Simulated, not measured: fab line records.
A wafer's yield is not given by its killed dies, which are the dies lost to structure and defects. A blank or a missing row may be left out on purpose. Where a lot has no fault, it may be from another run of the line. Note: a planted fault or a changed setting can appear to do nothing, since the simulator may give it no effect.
Check for tools in common	flow gf180mcu	13 lots, 39 wafers sampled

WHY THIS WAS OPENED
At GF_DUAL_GATE_THK_MEAS_03 the reading DUAL_GATE_OXIDATION_00_THK is flagged on 2 of 13 lots. Fault-free wafers read 10.84 nm, with a standard deviation of 0.19.
Rule: flag the lot when none of its wafers has a number, or when each of its wafers that has one lies beyond 4 standard deviations from that mean. All remaining lots are regarded as sound.

lot	measured	on	DUAL_GATE_OXIDATION_00_THK (nm), wafer by wafer	flag
L171	day 8 12:00	film metro-03	10.83 10.85 10.74	
L172	day 9 02:13	film metro-02	10.73 10.66 10.60	
L173	day 9 08:53	film metro-04	11.19 11.07 11.18	
L174	day 9 11:50	film metro-04	11.09 11.07 11.08	
L175	day 9 18:26	film metro-03	10.67 10.45 10.23	
L176	day 10 01:59	film metro-03	10.84 10.96 10.79	
L177	day 10 10:01	film metro-04	10.95 10.72 10.87	
L180	day 11 03:05	film metro-04	19.21 19.20 19.17	FLAGGED
L181	day 11 11:28	film metro-02	11.11 10.99 10.95	
L182	day 11 15:55	film metro-03	11.02 10.83 10.93	
L185	day 12 11:24	film metro-03	19.03 18.94 18.92	FLAGGED
L186	day 12 19:26	film metro-04	10.88 10.80 10.69	
L190	day 13 20:29	film metro-03	11.37 11.05 11.15	
Average over the flagged lots: 19.08 nm; offset from the usual +8.24 nm, equal to +43 standard deviations.

WHICH TOOL RAN EACH LOT
The record keeps 1 process step preceding the reading, out of 602 steps on the route. In each cell: the tool, then ch and the chambers that the sampled wafers went through, then the start.
lot	flag	GF_DUAL_GATE_OXIDATION_02
L171		furnace-01 ch 0, day 8 10:33
L172		furnace-01 ch 0, day 9 00:46
L173		furnace-02 ch 0, day 9 07:26
L174		furnace-02 ch 0, day 9 10:23
L175		furnace-01 ch 0, day 9 16:59
L176		furnace-02 ch 0, day 10 00:31
L177		furnace-02 ch 0, day 10 08:34
L180	FLAGGED	furnace-02 ch 0, day 11 01:38
L181		furnace-01 ch 0, day 11 10:01
L182		furnace-01 ch 0, day 11 14:28
L185	FLAGGED	furnace-02 ch 0, day 12 09:57
L186		furnace-01 ch 0, day 12 17:58
L190		furnace-01 ch 0, day 13 19:02
What these steps do:
- GF_DUAL_GATE_OXIDATION_02: stabilise 600 s, purge 300 s, target thk 10.887 nm.
- GF_DUAL_GATE_THK_MEAS_03

FLAGGED AGAINST TOTAL, ONE TOOL AT A TIME (gauges that did the reading follow at the end)
step	tool	lots run	flagged	share of the flagged lots	sound lots run after its first flagged lot
GF_DUAL_GATE_OXIDATION_02	furnace-01	7	0	none	-
GF_DUAL_GATE_OXIDATION_02	furnace-02	6	2	all	0
GF_DUAL_GATE_THK_MEAS_03	film metro-02	2	0	none	-
GF_DUAL_GATE_THK_MEAS_03	film metro-03	6	1	some	1 (L190)
GF_DUAL_GATE_THK_MEAS_03	film metro-04	5	1	some	1 (L186)

WHAT IS ALLOWED BY THE TABLE
In the table, 1 row covers all flagged lots: furnace-02 at GF_DUAL_GATE_OXIDATION_02.
- furnace-02 at GF_DUAL_GATE_OXIDATION_02: 2 of its 6 lots flagged. A fault beginning between L177 (day 10 08:34), its last sound lot, and L180 (day 11 01:38), its first flagged one, fits the data. Its own readings (spike tc bottom C, spike tc centre C, spike tc lower C, spike tc top C, spike tc upper C, tube center temp C, tube_center_temp_C_max, zone power lower pct, zone power upper pct) fall more than 4 standard deviations out on all wafers of the flagged lots.
One tool is left: furnace-02 at GF_DUAL_GATE_OXIDATION_02.

WHAT WAS PUT IN BY THE SIMULATOR
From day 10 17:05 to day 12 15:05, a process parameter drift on furnace-02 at GF_DUAL_GATE_OXIDATION_02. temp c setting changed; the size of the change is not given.
Lots struck among those shown: L180, L185. The rule above reached the same finding.
